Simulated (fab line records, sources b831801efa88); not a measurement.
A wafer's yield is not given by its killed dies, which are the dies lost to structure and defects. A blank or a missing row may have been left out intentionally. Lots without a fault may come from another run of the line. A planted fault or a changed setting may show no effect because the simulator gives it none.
Which tool did it? / flow sky130 / 14 lots, 41 wafers sampled, at 2 steps of a route of 708

## WHAT THE GAUGES READ, wafer by wafer
SKY_VIA1_CD_MEAS_12: the cd target is 150 nm.
lot=L284; measured=day 35 04:00; on=cd sem-01; cd nm (nm)=148.2 148.0 150.2
lot=L285; measured=day 35 05:15; on=cd sem-02; cd nm (nm)=148.7 148.1 149.9
lot=L287; measured=day 36 03:25; on=cd sem-01; cd nm (nm)=147.7 148.7 147.8
lot=L286; measured=day 36 05:14; on=cd sem-01; cd nm (nm)=148.2 148.6 147.6
lot=L289; measured=day 36 08:27; on=cd sem-01; cd nm (nm)=149.6 151.7 150.6
lot=L288; measured=day 36 19:18; on=cd sem-01; cd nm (nm)=148.6 148.6 146.9
lot=L290; measured=day 37 10:23; on=cd sem-01; cd nm (nm)=151.8 150.6 151.8
lot=L291; measured=day 37 10:31; on=cd sem-01; cd nm (nm)=147.3 148.0 150.2
lot=L294; measured=day 38 23:05; on=cd sem-02; cd nm (nm)=150.0 151.2
lot=L298; measured=day 39 00:01; on=cd sem-02; cd nm (nm)=150.5 150.1 149.5
lot=L302; measured=day 39 19:32; on=cd sem-02; cd nm (nm)=151.3 151.2 152.4
lot=L303; measured=day 39 20:12; on=cd sem-02; cd nm (nm)=149.8 149.2 150.6
lot=L304; measured=day 40 03:58; on=cd sem-02; cd nm (nm)=147.8 146.4 145.8
lot=L305; measured=day 40 15:11; on=cd sem-02; cd nm (nm)=149.8 150.6 150.0

## EACH LOT AND THE TOOL THAT RAN IT (in order: tool; ch and the chambers of the sampled wafers; start)
lot=L284; SKY_CONTACT_STRIP_19=plasma asher-03 ch 0,1, day 32 20:08
lot=L285; SKY_CONTACT_STRIP_19=plasma asher-04 ch 1, day 32 20:47
lot=L287; SKY_CONTACT_STRIP_19=plasma asher-03 ch 0,1, day 33 19:35
lot=L286; SKY_CONTACT_STRIP_19=plasma asher-02 ch 0,1, day 33 21:20
lot=L289; SKY_CONTACT_STRIP_19=plasma asher-03 ch 0, day 34 00:05
lot=L288; SKY_CONTACT_STRIP_19=plasma asher-04 ch 0,1, day 34 12:11
lot=L290; SKY_CONTACT_STRIP_19=plasma asher-04 ch 1, day 34 23:05
lot=L291; SKY_CONTACT_STRIP_19=plasma asher-04 ch 0,1, day 35 02:08
lot=L294; SKY_CONTACT_STRIP_19=plasma asher-04 ch 0,1, day 36 17:31
lot=L298; SKY_CONTACT_STRIP_19=plasma asher-04 ch 0,1, day 36 18:53
lot=L302; SKY_CONTACT_STRIP_19=plasma asher-04 ch 0,1, day 37 14:20
lot=L303; SKY_CONTACT_STRIP_19=plasma asher-04 ch 0,1, day 37 15:53
lot=L304; SKY_CONTACT_STRIP_19=plasma asher-02 ch 0,1, day 38 00:08
lot=L305; SKY_CONTACT_STRIP_19=plasma asher-03 ch 0,1, day 38 12:14
- SKY_CONTACT_STRIP_19: strips in O2/N2.

## AS READ BY THE TOOLS THEMSELVES (means over the sampled wafers that have a number; for cases with no such wafer, the mark the record gives instead)
SKY_CONTACT_STRIP_19.
lot=L284; tool=plasma asher-03; drypump motor current A (A)=6.0; oes product au (a.u.)=0.380; strip time to endpoint s (s)=3.605
lot=L285; tool=plasma asher-04; drypump motor current A (A)=6.0; oes product au (a.u.)=0.380; strip time to endpoint s (s)=3.617
lot=L287; tool=plasma asher-03; drypump motor current A (A)=5.8; oes product au (a.u.)=0.387; strip time to endpoint s (s)=3.596
lot=L286; tool=plasma asher-02; drypump motor current A (A)=5.5; oes product au (a.u.)=0.384; strip time to endpoint s (s)=3.631
lot=L289; tool=plasma asher-03; drypump motor current A (A)=6.2; oes product au (a.u.)=0.383; strip time to endpoint s (s)=3.596
lot=L288; tool=plasma asher-04; drypump motor current A (A)=5.5; oes product au (a.u.)=0.383; strip time to endpoint s (s)=3.607
lot=L290; tool=plasma asher-04; drypump motor current A (A)=6.0; oes product au (a.u.)=0.385; strip time to endpoint s (s)=3.621
lot=L291; tool=plasma asher-04; drypump motor current A (A)=5.5; oes product au (a.u.)=0.379; strip time to endpoint s (s)=3.601
lot=L294; tool=plasma asher-04; drypump motor current A (A)=5.6; oes product au (a.u.)=0.379; strip time to endpoint s (s)=3.623
lot=L298; tool=plasma asher-04; drypump motor current A (A)=5.5; oes product au (a.u.)=0.382; strip time to endpoint s (s)=3.599
lot=L302; tool=plasma asher-04; drypump motor current A (A)=5.7; oes product au (a.u.)=0.381; strip time to endpoint s (s)=3.581
lot=L303; tool=plasma asher-04; drypump motor current A (A)=5.5; oes product au (a.u.)=0.382; strip time to endpoint s (s)=3.623
lot=L304; tool=plasma asher-02; drypump motor current A (A)=5.5; oes product au (a.u.)=0.383; strip time to endpoint s (s)=3.626
lot=L305; tool=plasma asher-03; drypump motor current A (A)=5.9; oes product au (a.u.)=0.384; strip time to endpoint s (s)=3.611

## THE ANSWER, worked out from the rows above alone
Rule: the lots themselves supply what counts as usual. Put in order of their means at a reading, lots are off if they are a third of the lots or fewer, leave a main group of 4 or more, and stand apart from it by a gap of 3 or more times the standard deviation of the main group's means; of several such gaps the widest counts. The tables above print the reading to a certain number of digits; a main group whose means all agree to those digits is not used. A lot without any number at a reading at which 4 lots or more have one is off too. All remaining lots with rows at the step are treated as sound. After the gauges, taken in route order, come the tools' own readings; for these a lot's mean is taken, as printed above. The first step at which some lot is off is used, and at that step the reading that is off furthest; a lot without a number counts as furthest.
No lot is off at any reading shown: from this, nothing can be told.

## WHAT THE SIMULATOR PUT IN
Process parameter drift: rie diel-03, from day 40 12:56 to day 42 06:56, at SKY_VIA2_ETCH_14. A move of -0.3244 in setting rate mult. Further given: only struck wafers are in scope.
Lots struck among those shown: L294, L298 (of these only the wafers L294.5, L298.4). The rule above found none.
